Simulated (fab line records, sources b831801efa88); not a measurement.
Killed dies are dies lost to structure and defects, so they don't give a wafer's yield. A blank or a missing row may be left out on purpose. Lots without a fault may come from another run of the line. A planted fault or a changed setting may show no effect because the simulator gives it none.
Chamber matching | flow gf180mcu | GF_PASSIVATION_ETCH_11 on rie_diel-02: 4 sister chambers
The step etches the open film in CF4/O2, stops on TiN, target depth 2040 nm, time 453.3 s. 4 wafers are shown with their chamber, then 12 later ones without.

WAFERS WITH THEIR CHAMBER
wafer  | chamber | drypump_motor_current_A (A)
L090.3 | 2       | 5.5
L092.2 | 0       | 6.4
L092.3 | 3       | 6.6
L092.6 | 1       | 6.2

WAFERS WITHOUT THEIR CHAMBER
wafer  | drypump_motor_current_A (A)
L091.2 | 6.4
L091.4 | 6.2
L091.5 | 6.2
L096.1 | 6.3
L096.2 | 6.7
L096.3 | 5.4
L096.4 | 6.2
L096.5 | 6.3
L096.6 | 6.2
L097.2 | 6.6
L097.4 | 6.4
L097.5 | 6.6

WHICH CHAMBER EACH WENT THROUGH
wafer  | from the rows above     | in truth
L091.2 | 0                       | 0
L091.4 | 1                       | 1
L091.5 | 1                       | 1
L096.1 | can't be placed: 1 or 0 | 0
L096.2 | 3                       | 3
L096.3 | 2                       | 2
L096.4 | 1                       | 1
L096.5 | can't be placed: 1 or 0 | 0
L096.6 | 1                       | 1
L097.2 | 3                       | 3
L097.4 | 0                       | 0
L097.5 | 3                       | 3
Placed correctly: 10 of 12. Can't be placed from these rows: 2 (the true chamber is among the candidates in 2). Placed wrongly: 0.
How it was worked out, from the rows above alone: a wafer's distance from a chamber is the root of the sum, over the readings, of the square of ((its reading less the chamber's mean) divided by the reading's scatter). The wafer belongs to the nearest chamber; if the next one is less than 2 further off, it can't be placed. A chamber's mean is the mean of its shown wafers. The scatter: with one shown wafer a chamber, the root of the mean of the squares of how far each hidden wafer lies from its nearest shown one.
